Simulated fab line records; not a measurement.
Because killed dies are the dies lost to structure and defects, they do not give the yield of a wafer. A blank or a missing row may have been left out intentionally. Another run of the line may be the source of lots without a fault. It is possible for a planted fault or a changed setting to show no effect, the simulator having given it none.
fab line records	flow sfq_line
record: lots: 5	wafers: 23
route steps=325 shown I4@175 JJ@180 M5@201 R5@218 I5@228 C5@241 M6@252
start_h: the number of hours between the record's first day and the start of the first shown wafer of the lot	wait_h: time in hours since the lot's previous step	" unchanged from the row above	L1.1+2: several wafers, shown together as one row	- value missing, or start not given	* or withheld: withheld	< > ~ a bound
route shown NAME@n: a module of which the file shows steps, and the number in the route of the first	usual: the fault-free wafers' mean and standard deviation	same: alike in all rows	chamber/n: place in a boat	sites: each site's reading	_std_site: standard deviation of those values	_edge_site: mean of outer sites minus mean of inner sites	radius_mm: how far each site lies from the wafer's centre	mask NAME#n: copy n	behind: the tool/chamber that last shaped the wafer	hold: the reason the lot was held/the length of the hold in hours/how it ended	device: whichever transistor did not switch (one of n, p or np)	end of line: tests of these same wafers at the route's end	a step without rows: its recipe alone	killed: at the first sort, the dies lost to defects and structure; wafer yield is something else	map: a wafer's dies, marking killed ones x, the rest . and places with no die _
set.NAME: setting as actually run; set.NAME@STEP: the setting as run at that earlier step	model.NAME: the simulator's own value behind a step, which no gauge read
lots where settings were altered on purpose, with a table for each step and a row for each wafer
== steps ==
step: SFQ_TRILAYER_I4_VIA_ETCH_VIA_ETCH_106
recipe: target: SiO2	stop_on: Nb	mask_material: PR	taper_deg: 20	chemistry: CHF3	target_depth_nm: 260	source_w: 500	bias_w: 80	pressure_mtorr: 30	time_s: withheld
lot.wafer	tool	chamber	start_h	wait_h	set.source_w	set.leave_above_ref_nm@TRILAYER_I4_CMP_CMP_100	set.peb_time_s@TRILAYER_I4_VIA_LITHO_PEB_106	model.I4.feature_depth_nm	model.I4.cd_nm	model.etch.depth_nm
L078.4	rie_diel-01	0	1337.19	0.0	500	200	*	197.1	699.7	197.1
L078.5	"	0	"	"	500	200	*	201.7	700.7	201.7
L078.6	"	1	"	"	500	200	*	199.6	700.2	199.6
L079.1	rie_diel-01	1	1341.99	0.0	500	211.6	*	209.3	691	-
L079.3	"	3	"	"	500	211.6	*	210.2	695.8	210.2
L079.4	"	0	"	"	500	200	*	201.7	692.9	201.7
L079.5	"	3	"	"	500	211.6	*	210.1	702.7	-
L079.6	"	2	"	"	500	200	*	201.2	701.2	201.2
L080.1	rie_diel-01	3	1351.59	0.0	476.8	191.2	*	190.8	699.2	-
L080.2	"	1	"	"	476.8	200	*	201.2	697.5	201.2
L080.3	"	2	"	"	500	200	*	200.3	700	-
L080.4	"	0	"	"	500	191.2	*	192.6	698.9	192.6
L080.6	"	2	"	"	476.8	200	*	202	700	202
L084.1	rie_diel-04	1	1379.16	0.0	500	210.2	*	212.4	684	-
L084.2	"	3	"	"	530	200	*	201.2	700.9	200.7
L084.4	"	0	"	"	530	200	*	199.8	702.2	-
L084.5	"	0	"	"	530	210.2	*	212.5	687.8	-
L084.6	"	3	"	"	500	210.2	*	210.7	700.9	-
L085.1	rie_diel-01	3	1381.56	0.0	500	200	*	198.7	703.8	-
L085.2	"	1	"	"	518.3	200	*	198.8	708.8	-
L085.3	"	0	"	"	518.3	200	*	202.6	700.8	-
L085.5	"	2	"	"	500	200	*	198.6	702.5	-
L085.6	"	3	"	"	518.3	200	*	198.9	712.3	-
step: SFQ_TRILAYER_JJ_TRILAYER_DEP_SPUTTER_110
recipe: material: Al	base_pressure_pa: 1.33e-06	target_thk_nm: 8	power_w: 500	time_s: 10	chamber_pressure_pa: 0.4
lot.wafer	tool	chamber	start_h	wait_h	set.power_w	model.Al_of_TRILAYER_JJ_TRILAYER_DEP_SPUTTER_110.thk_nm
L078.4	pvd_sputter-04	-	1338.39	0.0	500	8.203
L078.5	"	-	"	"	500	8.181
L078.6	"	-	"	"	500	8.497
L079.1	pvd_sputter-04	-	1342.98	0.0	500	8.148
L079.3	"	-	"	"	547.1	8.915
L079.4	"	-	"	"	500	8.362
L079.5	"	-	"	"	547.1	8.903
L079.6	"	-	"	"	500	8.353
L080.1	pvd_sputter-03	-	1352.76	0.0	545.1	8.662
L080.2	"	-	"	"	500	8.019
L080.3	"	-	"	"	545.1	8.723
L080.4	"	-	"	"	500	7.826
L080.6	"	-	"	"	545.1	8.894
L084.1	pvd_sputter-04	-	1380.15	0.0	478.2	7.897
L084.2	"	-	"	"	500	7.932
L084.4	"	-	"	"	478.2	7.667
L084.5	"	-	"	"	500	7.937
L084.6	"	-	"	"	478.2	7.907
L085.1	pvd_sputter-05	-	1382.55	0.0	556	8.683
L085.2	"	-	"	"	500	7.966
L085.3	"	-	"	"	556	8.794
L085.5	"	-	"	"	500	7.878
L085.6	"	-	"	"	500	8.009
step: SFQ_TRILAYER_JJ_CE_LITHO_COAT_114
recipe: resist: KrF	spin_rpm: 3000	resist_thk_nm: 600
lot.wafer	tool	chamber	start_h	wait_h	set.resist_thk_nm	model.KrF_of_TRILAYER_JJ_CE_LITHO_COAT_114.thk_nm
L078.4	litho_track-04	0	1340.13	0.2	600	602.2
L078.5	"	0	"	"	600	602.6
L078.6	"	0	"	"	600	602.3
L079.1	litho_track-03	0	1344.56	0.2	600	599.5
L079.3	"	0	"	"	570.7	569.4
L079.4	"	0	"	"	570.7	569.2
L079.5	"	0	"	"	600	598.5
L079.6	"	0	"	"	570.7	569.3
L080.1	litho_track-04	0	1354.34	0.2	600	599.7
L080.2	"	0	"	"	600	600.4
L080.3	"	0	"	"	619.4	620.4
L080.4	"	0	"	"	600	600.2
L080.6	"	0	"	"	619.4	617.8
L084.1	litho_track-03	0	1381.74	0.2	626.6	625.2
L084.2	"	0	"	"	626.6	626.3
L084.4	"	0	"	"	600	599.9
L084.5	"	0	"	"	626.6	624.2
L084.6	"	0	"	"	600	600.2
L085.1	litho_track-04	0	1384.14	0.2	600	599.2
L085.2	"	0	"	"	600	598.3
L085.3+5	"	0	"	"	600	600
L085.6	"	0	"	"	600	599
step: SFQ_TRILAYER_JJ_CE_BARC_OPEN_RIE_150
recipe: mask_material: PR	chemistry: O2	target_depth_nm: 240	target: BARC	icp_w: 600	bias_w: 80	pressure_mtorr: 10	time_s: 80
lot.wafer	tool	chamber	start_h	wait_h	set.icp_w
L078.4+5+6	rie_metal-02	0,0,1	1344.30	0.4	600
L079.1+6	rie_metal-01	1,0	1347.75	1.0	600
L079.3+4+5	"	1,0,1	"	"	647.5
L080.1+2+3+4+6	rie_metal-03	1,0,0,1,0	1357.52	1.0	600
L084.1+2+4+5+6	rie_metal-01	0,1,1,0,1	1384.92	1.0	600
L085.1+3+6	rie_metal-01	1	1387.32	1.0	642.1
L085.2+5	"	0	"	"	600
step: SFQ_TRILAYER_JJ_CE_ETCH_RIE_118
recipe: target: Nb	stop_on: Al2O3	mask_material: PR	taper_deg: 13.257	over_etch_frac: 0.15	time_s: 97.7	chemistry: SF6	target_depth_nm: 170	icp_w: 600	bias_w: 80	pressure_mtorr: 10.16
lot.wafer	tool	chamber	start_h	wait_h	set.resist_thk_nm@TRILAYER_JJ_CE_LITHO_COAT_114	model.KrF_of_TRILAYER_JJ_CE_LITHO_COAT_114.thk_nm
L078.4	rie_metal-02	0	1344.39	0.1	600	475.6
L078.5	"	0	"	"	600	476.5
L078.6	"	1	"	"	600	478.2
L079.1	rie_metal-01	1	1347.84	0.1	600	479.7
L079.3	"	1	"	"	570.7	448.9
L079.4	"	0	"	"	570.7	448.4
L079.5	"	1	"	"	600	477.6
L079.6	"	0	"	"	570.7	448
L080.1	rie_metal-03	1	1357.62	0.1	600	473.8
L080.2	"	0	"	"	600	479.7
L080.3	"	0	"	"	619.4	499.2
L080.4	"	1	"	"	600	473.7
L080.6	"	0	"	"	619.4	496.9
L084.1	rie_metal-01	0	1385.01	0.1	626.6	504.1
L084.2	"	1	"	"	626.6	507
L084.4	"	1	"	"	600	479.6
L084.5	"	0	"	"	626.6	503.6
L084.6	"	1	"	"	600	480
L085.1	rie_metal-01	1	1387.41	0.1	600	477.8
L085.2	"	0	"	"	600	477.1
L085.3	"	1	"	"	600	479.7
L085.5	"	0	"	"	600	478.3
L085.6	"	1	"	"	600	477.7
step: SFQ_TRILAYER_M5_LITHO_EXPOSE_124
recipe: mask_id: M5	na: 0.6	source_shape: conventional	sigma_outer: 0.65	target_cd_nm: 700	dose_mj: 14.4
lot.wafer	tool	chamber	start_h	wait_h	mask	set.dose_mj
L078.4+5+6	krf_scanner-01	0	1486.14	-	M5#0	14.4
L079.1+3+4+5+6	krf_scanner-02	0	1490.42	-	M5#0	14.4
L080.1+3	krf_scanner-02	0	1502.42	-	M5#0	14.4
L080.2+4+6	"	0	"	"	M5#0	13.35
L084.1+4+5	krf_scanner-01	0	1529.94	-	M5#0	13.51
L084.2+6	"	0	"	"	M5#0	14.4
L085.1+2+3+5+6	krf_scanner-02	0	1534.03	-	M5#0	14.4
step: SFQ_TRILAYER_M5_LITHO_PEB_126
recipe: peb_temp_c: 115	peb_time_s: 60	resist: KrF
step: SFQ_TRILAYER_M5_LITHO_DEVELOP_125
recipe: time_s: 60	resist: KrF
step: SFQ_TRILAYER_M5_BARC_OPEN_METAL_ETCH_161
recipe: mask_material: PR	chemistry: O2	target_depth_nm: 125	target: BARC	icp_w: 600	bias_w: 82.76	pressure_mtorr: 10	time_s: 41.7
lot.wafer	tool	chamber	start_h	wait_h	set.dose_mj@TRILAYER_M5_LITHO_EXPOSE_124	model.M5.cd_nm
L078.4	rie_metal-03	0	1487.10	0.0	14.4	700.4
L078.5	"	1	"	"	14.4	700.9
L078.6	"	0	"	"	14.4	701.3
L079.1	rie_metal-02	0	1491.96	0.0	14.4	697.9
L079.3	"	0	"	"	14.4	697.7
L079.4	"	1	"	"	14.4	701.6
L079.5	"	0	"	"	14.4	696.7
L079.6	"	1	"	"	14.4	701.5
L080.1	rie_metal-03	0	1503.96	0.0	14.4	699.1
L080.2	"	1	"	"	13.35	710
L080.3	"	1	"	"	14.4	698.3
L080.4	"	0	"	"	13.35	711.7
L080.6	"	1	"	"	13.35	709.9
L084.1	rie_metal-03	1	1531.47	0.0	13.51	710.4
L084.2	"	0	"	"	14.4	699.6
L084.4	"	0	"	"	13.51	709.8
L084.5	"	1	"	"	13.51	708.9
L084.6	"	0	"	"	14.4	700.1
L085.1	rie_metal-04	0	1535.57	0.0	14.4	699.8
L085.2	"	1	"	"	14.4	700.4
L085.3	"	0	"	"	14.4	699.5
L085.5	"	1	"	"	14.4	701.9
L085.6	"	0	"	"	14.4	698.6
step: SFQ_TRILAYER_R5_LITHO_COAT_136
recipe: resist: KrF	spin_rpm: 3000	resist_thk_nm: 600
lot.wafer	tool	chamber	start_h	wait_h	set.resist_thk_nm	model.KrF_of_TRILAYER_R5_LITHO_COAT_136.thk_nm
L078.4	litho_track-03	0	1493.12	0.2	600	598.1
L078.5	"	0	"	"	600	596.8
L078.6	"	0	"	"	600	596.9
L079.1	litho_track-03	0	1497.85	0.2	600	602.1
L079.3	"	0	"	"	600	600.7
L079.4	"	0	"	"	624.8	627.8
L079.5	"	0	"	"	624.8	626.4
L079.6	"	0	"	"	600	601.5
L080.1	litho_track-03	0	1509.85	0.2	575.8	575.7
L080.2+3	"	0	"	"	600	600.1
L080.4	"	0	"	"	600	600.5
L080.6	"	0	"	"	575.8	575.4
L084.1	litho_track-02	0	1538.57	0.2	629.5	630
L084.2	"	0	"	"	600	602.1
L084.4	"	0	"	"	600	602.4
L084.5	"	0	"	"	629.5	631.6
L084.6	"	0	"	"	629.5	632.8
L085.1	litho_track-01	0	1544.57	0.2	600	600.4
L085.2	"	0	"	"	600	602.2
L085.3+6	"	0	"	"	600	-
L085.5	"	0	"	"	600	601.1
step: SFQ_TRILAYER_R5_ETCH_METAL_ETCH_139
recipe: stop_on: SiO2	mask_material: PR	chemistry: Cl2	target_depth_nm: 60	icp_w: 600	bias_w: 80	pressure_mtorr: 10	time_s: 40
lot.wafer	tool	chamber	start_h	wait_h	set.bias_w	set.resist_thk_nm@TRILAYER_R5_LITHO_COAT_136	model.KrF_of_TRILAYER_R5_LITHO_COAT_136.thk_nm
L078.4	rie_metal-01	1	1630.70	0.0	80	600	498.3
L078.5	"	1	"	"	80	600	496.8
L078.6	"	0	"	"	80	600	495.1
L079.1	rie_metal-01	0	1634.42	0.0	80	600	500.8
L079.3	"	0	"	"	80	600	499.6
L079.4	"	1	"	"	80	624.8	527.6
L079.5	"	0	"	"	80	624.8	524.9
L079.6	"	1	"	"	80	600	502.3
L080.1	rie_metal-01	1	1643.93	0.0	80	575.8	476.5
L080.2	"	0	"	"	86.29	600	498.8
L080.3	"	0	"	"	80	600	499.4
L080.4	"	1	"	"	86.29	600	500.8
L080.6	"	0	"	"	80	575.8	474.9
L084.1	rie_metal-01	0	1651.13	0.0	80	629.5	528.6
L084.2	"	1	"	"	71.37	600	503.3
L084.4	"	0	"	"	71.37	600	501.5
L084.5	"	1	"	"	71.37	629.5	532.9
L084.6	"	0	"	"	80	629.5	531.3
L085.1	rie_metal-04	1	1652.33	0.0	80	600	498.5
L085.2	"	0	"	"	80	600	501.2
L085.3+6	"	0,1	"	"	80	600	-
L085.5	"	0	"	"	80	600	499.9
step: SFQ_TRILAYER_A5C_DEP_PECVD_142
recipe: material: SiO2	temp_c: 150	time_s: 15.556	pressure_torr: 2.4	rf_w: 183.3	precursor: SiH4/N2O	target_thk_nm: 70
lot.wafer	tool	chamber	start_h	wait_h	set.time_s	model.SiO2_of_TRILAYER_A5C_DEP_PECVD_142.thk_nm
L078.4	pecvd-04	1	1631.53	0.0	15.556	70.4
L078.5	"	0	"	"	15.556	70.25
L078.6	"	2	"	"	15.556	69.32
L079.1	pecvd-03	1	1635.25	0.0	17.27	76
L079.3	"	2	"	"	15.556	69.18
L079.4	"	2	"	"	17.27	77.69
L079.5	"	0	"	"	15.556	68.88
L079.6	"	1	"	"	17.27	77.47
L080.1	pecvd-03	1	1644.94	0.0	17.65	77.32
L080.2	"	2	"	"	17.65	77.91
L080.3	"	0	"	"	15.556	68.91
L080.4	"	0	"	"	15.556	69.95
L080.6	"	2	"	"	17.65	79.17
L084.1	pecvd-03	0	1652.14	0.0	13.98	62.22
L084.2	"	2	"	"	13.98	61.82
L084.4	"	0	"	"	15.556	69.45
L084.5	"	2	"	"	13.98	62.54
L084.6	"	1	"	"	15.556	69.98
L085.1	pecvd-02	1	1653.16	0.0	15.556	70.44
L085.2	"	2	"	"	15.556	68.97
L085.3	"	0	"	"	17.61	78.78
L085.5	"	1	"	"	17.61	81.07
L085.6	"	0	"	"	15.556	70.08
step: SFQ_TRILAYER_C5_LITHO_COAT_151
recipe: resist: KrF	spin_rpm: 3000	resist_thk_nm: 650
lot.wafer	tool	chamber	start_h	wait_h	set.resist_thk_nm	model.KrF_of_TRILAYER_C5_LITHO_COAT_151.thk_nm
L078.4	litho_track-04	0	1731.41	0.2	650	646.5
L078.5	"	0	"	"	650	647.5
L078.6	"	0	"	"	650	648.1
L079.1	litho_track-01	0	1742.08	0.2	614.4	615.3
L079.3	"	0	"	"	650	651.6
L079.4	"	0	"	"	650	651.2
L079.5	"	0	"	"	614.4	613.9
L079.6	"	0	"	"	614.4	616.2
L080.1	litho_track-01	0	1746.88	0.2	650	652.1
L080.2	"	0	"	"	650	651.9
L080.3	"	0	"	"	674.3	677.2
L080.4	"	0	"	"	650	650.5
L080.6	"	0	"	"	674.3	677
L084.1	litho_track-03	0	1752.88	0.2	650	650.3
L084.2	"	0	"	"	678.8	676.2
L084.4	"	0	"	"	650	651.4
L084.5	"	0	"	"	678.8	678.6
L084.6	"	0	"	"	678.8	679.5
L085.1+3	litho_track-03	0	1754.06	0.2	650	647.1
L085.2	"	0	"	"	650	649.4
L085.5	"	0	"	"	650	649.9
L085.6	"	0	"	"	650	649.6
step: SFQ_TRILAYER_C5_LITHO_SOFTBAKE_155
recipe: temp_c: withheld	time_s: withheld	resist: KrF
step: SFQ_TRILAYER_C5_LITHO_EXPOSE_152
recipe: mask_id: C5	na: 0.6	source_shape: conventional	sigma_outer: 0.65	target_cd_nm: 500	dose_mj: 21.3
step: SFQ_TRILAYER_C5_BARC_OPEN_VIA_ETCH_210
recipe: mask_material: PR	chemistry: O2	target_depth_nm: 125	target: BARC	source_w: 500	bias_w: 80	pressure_mtorr: 30	time_s: 41.7
step: SFQ_TRILAYER_C5_ETCH_VIA_ETCH_154
recipe: target: SiO2	mask_material: PR	chemistry: CHF3	target_depth_nm: 84	source_w: 500	bias_w: 81.07	pressure_mtorr: 30	time_s: withheld	stop_on: Nb
usual: oes_product_au: 0.893/0.0088
lot.wafer	tool	chamber	start_h	wait_h	set.time_s@TRILAYER_A5C_DEP_PECVD_142	oes_product_au	model.etch.depth_nm	model.C5.feature_depth_nm
L078.4	rie_diel-02	3	1758.66	0.0	*	0.897	70.4	70.44
L078.5	"	3	"	"	*	0.907	70.25	70.29
L078.6	"	0	"	"	*	0.887	69.32	69.36
L079.1	rie_diel-02	0	1763.52	0.0	*	0.937	-	76.03
L079.3	"	3	"	"	*	0.889	69.17	69.21
L079.4	"	2	"	"	*	0.954	77.68	77.71
L079.5	"	3	"	"	*	0.891	-	68.9
L079.6	"	0	"	"	*	0.957	77.46	77.5
L080.1	rie_diel-03	3	1765.92	0.0	*	0.946	-	77.36
L080.2	"	1	"	"	*	0.953	77.91	77.94
L080.3	"	2	"	"	*	0.876	-	68.94
L080.4	"	0	"	"	*	0.893	69.95	69.99
L080.6	"	2	"	"	*	0.967	79.17	79.21
L084.1	rie_diel-04	1	1770.72	0.0	*	0.834	-	62.24
L084.2	"	3	"	"	*	0.830	61.81	61.84
L084.4	"	0	"	"	*	0.893	-	69.47
L084.5	"	2	"	"	*	0.847	-	62.56
L084.6	"	1	"	"	*	0.887	-	70.01
L085.1	rie_diel-02	3	1771.92	0.0	*	0.903	-	70.48
L085.2	"	0	"	"	*	0.886	-	69.01
L085.3	"	1	"	"	*	0.958	-	78.82
L085.5	"	0	"	"	*	0.974	-	81.11
L085.6	"	1	"	"	*	0.895	-	70.12
step: SFQ_TRILAYER_M6_DEP_SPUTTER_157
recipe: material: Nb	base_pressure_pa: 1.33e-06	chamber_pressure_pa: 0.1333	substrate_temp_c: 20	target_thk_nm: 200	power_w: 2000	time_s: 133.3
lot.wafer	tool	chamber	start_h	wait_h	set.power_w	model.Nb_of_TRILAYER_M6_DEP_SPUTTER_157.thk_nm
L078.4	pvd_sputter-06	-	1759.53	0.0	2000	200.5
L078.5	"	-	"	"	2000	199.6
L078.6	"	-	"	"	2000	200.7
L079.1	pvd_sputter-03	-	1764.59	0.0	1766	176.7
L079.3	"	-	"	"	2000	204
L079.4	"	-	"	"	2000	198.3
L079.5	"	-	"	"	1766	177.3
L079.6	"	-	"	"	2000	201.8
L080.1	pvd_sputter-04	-	1766.77	0.0	1932	193.8
L080.2	"	-	"	"	1932	197.7
L080.3	"	-	"	"	1932	195.9
L080.4	"	-	"	"	2000	199.6
L080.6	"	-	"	"	2000	200.5
L084.1	pvd_sputter-03	-	1771.57	0.0	2180	217.7
L084.2	"	-	"	"	2000	199.2
L084.4	"	-	"	"	2180	220.9
L084.5	"	-	"	"	2180	222.2
L084.6	"	-	"	"	2000	199.3
L085.1	pvd_sputter-04	-	1772.77	0.0	2000	200.8
L085.2	"	-	"	"	2000	199.5
L085.3	"	-	"	"	2000	202.2
L085.5	"	-	"	"	2000	200.4
L085.6	"	-	"	"	2000	205.3
step: SFQ_M6_RS_MEAS_938
recipe: thk_meas_gauge: four-point-probe	reads: Nb_of_TRILAYER_M6_DEP_SPUTTER_157
usual: M6_NB_RS: 0.885/0.011
lot.wafer	tool	chamber	start_h	wait_h	set.power_w@TRILAYER_M6_DEP_SPUTTER_157	M6_NB_RS[ohm/sq]
L078.4	film_metro-03	-	1759.68	0.1	2000	0.887
L078.5	"	-	"	"	2000	0.891
L078.6	"	-	"	"	2000	0.884
L079.1	film_metro-03	-	1764.68	0.0	1766	1.008
L079.3	"	-	"	"	2000	0.871
L079.4	"	-	"	"	2000	0.897
L079.5	"	-	"	"	1766	1.004
L079.6	"	-	"	"	2000	0.882
L080.1	film_metro-03	-	1766.86	0.0	1932	0.919
L080.2	"	-	"	"	1932	0.899
L080.3	"	-	"	"	1932	0.908
L080.4	"	-	"	"	2000	0.890
L080.6	"	-	"	"	2000	0.888
L084.1	film_metro-01	-	1771.66	0.0	2180	0.818
L084.2	"	-	"	"	2000	0.895
L084.4	"	-	"	"	2180	0.805
L084.5	"	-	"	"	2180	0.801
L084.6	"	-	"	"	2000	0.895
L085.1	film_metro-04	-	1772.86	0.0	2000	0.886
L085.2	"	-	"	"	2000	0.893
L085.3	"	-	"	"	2000	0.880
L085.5	"	-	"	"	2000	0.888
L085.6	"	-	"	"	2000	0.865
== key ==
split: step: SFQ_TRILAYER_I4_VIA_ETCH_VIA_ETCH_106	setting: source_w	stated: 500	by: wafer
response none clear
split: step: SFQ_TRILAYER_JJ_TRILAYER_DEP_SPUTTER_110	setting: power_w	stated: 500	by: wafer
response: step: SFQ_TRILAYER_JJ_TRILAYER_DEP_SPUTTER_110	reading: model.Al_of_TRILAYER_JJ_TRILAYER_DEP_SPUTTER_110.thk_nm	change: +0.0722	per: 1%	r: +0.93
split: step: SFQ_TRILAYER_JJ_CE_LITHO_COAT_114	setting: resist_thk_nm	stated: 600	by: wafer
response: step: SFQ_TRILAYER_JJ_CE_LITHO_COAT_114	reading: model.KrF_of_TRILAYER_JJ_CE_LITHO_COAT_114.thk_nm	change: +5.9	per: 1%	r: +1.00
response: step: SFQ_TRILAYER_JJ_CE_ETCH_RIE_118	reading: model.KrF_of_TRILAYER_JJ_CE_LITHO_COAT_114.thk_nm	change: +6.14	per: 1%	r: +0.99
split: step: SFQ_TRILAYER_JJ_CE_BARC_OPEN_RIE_150	setting: icp_w	stated: 600	by: wafer
response none clear
split: step: SFQ_TRILAYER_M5_LITHO_EXPOSE_124	setting: dose_mj	stated: 14.4	by: wafer
response: step: SFQ_TRILAYER_M5_BARC_OPEN_METAL_ETCH_161	reading: model.M5.cd_nm	change: -1.61	per: 1%	r: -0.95
split: step: SFQ_TRILAYER_R5_LITHO_COAT_136	setting: resist_thk_nm	stated: 600	by: wafer
response: step: SFQ_TRILAYER_R5_LITHO_COAT_136	reading: model.KrF_of_TRILAYER_R5_LITHO_COAT_136.thk_nm	change: +6.07	per: 1%	r: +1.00
response: step: SFQ_TRILAYER_R5_ETCH_METAL_ETCH_139	reading: model.KrF_of_TRILAYER_R5_LITHO_COAT_136.thk_nm	change: +5.94	per: 1%	r: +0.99
split: step: SFQ_TRILAYER_R5_ETCH_METAL_ETCH_139	setting: bias_w	stated: 80	by: wafer
response none clear
split: step: SFQ_TRILAYER_A5C_DEP_PECVD_142	setting: time_s	stated: 15.556	by: wafer
response: step: SFQ_TRILAYER_A5C_DEP_PECVD_142	reading: model.SiO2_of_TRILAYER_A5C_DEP_PECVD_142.thk_nm	change: +0.716	per: 1%	r: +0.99
response: step: SFQ_TRILAYER_C5_ETCH_VIA_ETCH_154	reading: oes_product_au	change: +0.00533	per: 1%	r: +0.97
response: step: SFQ_TRILAYER_C5_ETCH_VIA_ETCH_154	reading: model.etch.depth_nm	change: +0.688	per: 1%	r: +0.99
response: step: SFQ_TRILAYER_C5_ETCH_VIA_ETCH_154	reading: model.C5.feature_depth_nm	change: +0.716	per: 1%	r: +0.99
split: step: SFQ_TRILAYER_C5_LITHO_COAT_151	setting: resist_thk_nm	stated: 650	by: wafer
response: step: SFQ_TRILAYER_C5_LITHO_COAT_151	reading: model.KrF_of_TRILAYER_C5_LITHO_COAT_151.thk_nm	change: +6.52	per: 1%	r: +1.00
split: step: SFQ_TRILAYER_M6_DEP_SPUTTER_157	setting: power_w	stated: 2000	by: wafer
response: step: SFQ_TRILAYER_M6_DEP_SPUTTER_157	reading: model.Nb_of_TRILAYER_M6_DEP_SPUTTER_157.thk_nm	change: +2.13	per: 1%	r: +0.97
response: step: SFQ_M6_RS_MEAS_938	reading: M6_NB_RS	change: -0.00997	per: 1%	r: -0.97
split outside_this_file step=SFQ_TRILAYER_I4_CMP_CMP_100 setting=leave_above_ref_nm
split outside_this_file step=SFQ_TRILAYER_I4_VIA_LITHO_PEB_106 setting=peb_time_s
split outside_this_file: this setting was split too, and the file shows its column; the key of that split is in another file
